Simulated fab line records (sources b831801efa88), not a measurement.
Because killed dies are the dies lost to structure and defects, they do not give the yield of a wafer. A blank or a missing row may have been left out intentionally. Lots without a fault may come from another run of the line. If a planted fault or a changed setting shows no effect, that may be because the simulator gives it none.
Problem report in the 8D (eight disciplines) form, filled by code	flow sky130	the parts of the form that need people (team, actions taken, sign-off) are left out

== 1. THE ISSUE ==
Wafers without a fault read 74.9 s, standard deviation 0.39; runLengthS at SKY_SPACER_ETCHBACK_02 reads a mean of 87.5 s on 2 wafers belonging to 2 lots. Measured from the usual mean, that is +32 standard deviations.
The step: etches Si3N4 in CH3F/O2, stops on SiO2, time 46.7 s, target depth 45 nm.
Earliest sighting: wafer L380.1 on rieDiel-04 at day 27 22:44. Wafers with a number at this step in the record: 34, from 12 lots. By rule, "out" or "out of limits" means more than 4 standard deviations away from the usual mean. The other wafers with a number count as sound.

== 2. WHAT IT IS, AND WHAT IT ISN'T ==
question	is	is not
which readings at this step	runLengthS, oesProductAu	O2_flow_sccm, ch3fFlowSccm, drypumpMotorCurrentA, throttleValvePct
which lots	L380, L384	L368, L369, L372, L373, L375, L379, L382, L388, L389, L390
which wafers of those lots	L380.1, L384.3	L380.3, L380.5
read on which tools	rieDiel-04	rieDiel-01, rieDiel-02
when	from day 27 22:44	up to then (20 sound wafers); but 12 sound wafers of L382, L388, L389, L390 came after

== 3. THE SUSPECTS, EACH WITH WHAT RULES IT OUT ==
Counting: a tool at a process step up to the reading stays a suspect if it ran every lot that is out. Sound lots after the first of them don't rule it out here, since some wafers of a struck lot are sound.
- rieDiel-04 at SKY_SPACER_ETCHBACK_02 (etches Si3N4 in CH3F/O2, stops on SiO2, time 46.7 s, target depth 45 nm): kept. It ran every lot that is out, first L380 (day 27 22:44); its last sound lot up to then is L379 (day 26 14:05). On those wafers its own readings are out: oesProductAu, runLengthS.
- In rieDiel-04 at SKY_SPACER_ETCHBACK_02, the wafers that are out were processed in chamber 2 and their sound lot-mates in chambers 0, 1.
After counting, what remains is rieDiel-04 at SKY_SPACER_ETCHBACK_02.

== 4. THE CAUSE (what the simulator had put in) ==
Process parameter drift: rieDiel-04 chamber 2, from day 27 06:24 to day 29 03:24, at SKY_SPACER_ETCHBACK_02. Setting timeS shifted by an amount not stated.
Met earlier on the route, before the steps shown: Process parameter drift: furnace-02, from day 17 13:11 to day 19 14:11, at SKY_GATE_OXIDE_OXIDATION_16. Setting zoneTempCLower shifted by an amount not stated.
After counting, this tool was the only one left.

== 5. THE CHAIN OF EFFECTS, in route order ==
One row per reading whose mean, taken over the struck wafers that have a number, lies over 3 standard deviations from the usual. Only readings for which the record gives a usual standard deviation are gone through. hours: the time from each lot's start at the first step in this table that gives one to its start at this step, as a median over the lots. sigmas: the change in usual standard deviations.
hours	step	reading	usual	on struck wafers	change	sigmas
0	SKY_SPACER_ETCHBACK_02	oesProductAu	0.855 a.u.	0.750	-0.105	-15
0	SKY_SPACER_ETCHBACK_02	runLengthS	74.9 s	87.5	+12.6	+32
29	SKY_POLY_CUT_ETCH_11	oesProductAu	0.831 a.u.	0.807	-0.024	-3.6
It contains these process steps:
- SKY_SPACER_ETCHBACK_02: etches Si3N4 in CH3F/O2, stops on SiO2, time 46.7 s, target depth 45 nm.
- SKY_POLY_CUT_ETCH_11: etches Si3N4 in CF4/CH2F2/Ar, stops on poly-Si, time 42.5 s, target depth 60 nm.

== 6. HOW IT WOULD HAVE BEEN CAUGHT EARLIER ==
First out-of-limits reading in this record: day 27 22:44, which is 16 hours after fault onset at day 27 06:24.
